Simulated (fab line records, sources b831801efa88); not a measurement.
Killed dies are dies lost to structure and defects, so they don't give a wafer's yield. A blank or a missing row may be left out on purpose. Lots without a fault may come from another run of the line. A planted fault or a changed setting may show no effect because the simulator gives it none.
Problem report in the 8D (eight disciplines) form, filled by code | flow sky130 | the parts of the form that need people (team, actions taken, sign-off) are left out

1. THE PROBLEM
METAL5_ALCU_RS at SKY_METAL5_RS_MEAS_05 reads a mean of 0.0195 ohm/sq on 6 wafers of 2 lots; wafers without a fault read 0.0271 ohm/sq with a standard deviation of 0.00031. That is -24 standard deviations from the usual mean.
The step: measures by four-point-probe.
First seen on wafer L842.3, day 44 01:53, on film_metro-01. The record holds 42 wafers of 14 lots with a number at this step. Rule for "out", or "out of limits": more than 4 standard deviations from the usual mean. The other wafers with a number count as sound.

2. WHAT IT IS AND WHAT IT IS NOT
question                    | is                           | is not
which readings at this step | METAL5_ALCU_RS               | -
which lots                  | L842, L846                   | L836, L838, L840, L850, L851, L852, L853, L855, L856, L857, L858, L859
which wafers of those lots  | all that have a number       | -
read on which gauges        | film_metro-01, film_metro-04 | film_metro-02
when                        | from day 44 01:53            | up to then (9 sound wafers); but 27 sound wafers of L850, L851, L852, L853, L855, L856, L857, L858, L859 came after

3. SUSPECTS, AND WHAT RULES EACH OUT
Counting: a tool at a process step up to the reading stays a suspect if it ran every lot that is out and no sound lot after the first of them.
- the gauge at SKY_METAL5_RS_MEAS_05: ruled out. The wafers that are out were read on 2 gauges (film_metro-01, film_metro-04).
- pvd_sputter-04 at SKY_METAL5_SPUTTER_02 (material AlCu, target thk 1150 nm, time 61.2 s): ruled out as a lasting fault. Sound lots L852, L855, L857, L858, L859 ran on it after its first lot that is out, L842 (day 44 01:43).
- pvd_sputter-04 at SKY_METAL5_SPUTTER_03 (material Ti, target thk 5 nm, time 3.3 s): ruled out as a lasting fault. Sound lots L852, L855, L857, L858, L859 ran on it after its first lot that is out, L842 (day 44 01:46).
Left after counting: nothing in the record.

4. THE CAUSE (what the simulator had put in)
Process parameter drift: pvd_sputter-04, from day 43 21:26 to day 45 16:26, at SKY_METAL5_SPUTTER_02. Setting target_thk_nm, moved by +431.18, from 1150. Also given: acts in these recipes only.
Counting ruled it out, wrongly: the rule takes a fault to strike every lot that its tool runs from its start on, and this one did not.

5. THE CHAIN OF EFFECTS, in route order
Each row: a reading whose mean over the struck wafers that have a number lies more than 3 standard deviations from the usual. Only readings for which the record gives a usual standard deviation are gone through. hours: the time from each lot's start at the first step in this table that gives one to its start at this step, as a median over the lots. sigmas: the change in usual standard deviations.
hours | step                     | reading         | usual         | on struck wafers | change  | sigmas
0     | SKY_METAL5_RS_MEAS_05    | METAL5_ALCU_RS  | 0.0271 ohm/sq | 0.0195           | -0.0076 | -24
3     | SKY_METAL5_THK_MEAS_06   | METAL5_ALCU_THK | 1171 nm       | 1630             | +460    | +31
21    | SKY_METAL5_METAL_ETCH_15 | oes_product_au  | 0.895 a.u.    | 1.009            | +0.114  | +20
The process steps in it:
- SKY_METAL5_METAL_ETCH_15: etches the open film in Cl2/BCl3, stops on SiO2, target depth 1260 nm, time 252 s.

6. WHAT WOULD HAVE CAUGHT IT SOONER
In this record the first reading out of limits at a measuring or inspecting step was taken at day 44 01:53, 4 hours after the fault began at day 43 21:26.
Of the tool readings at SKY_METAL5_SPUTTER_02 for which the record gives a usual standard deviation, none was out on any struck wafer, so an alarm limit of 4 standard deviations on them would not have fired.
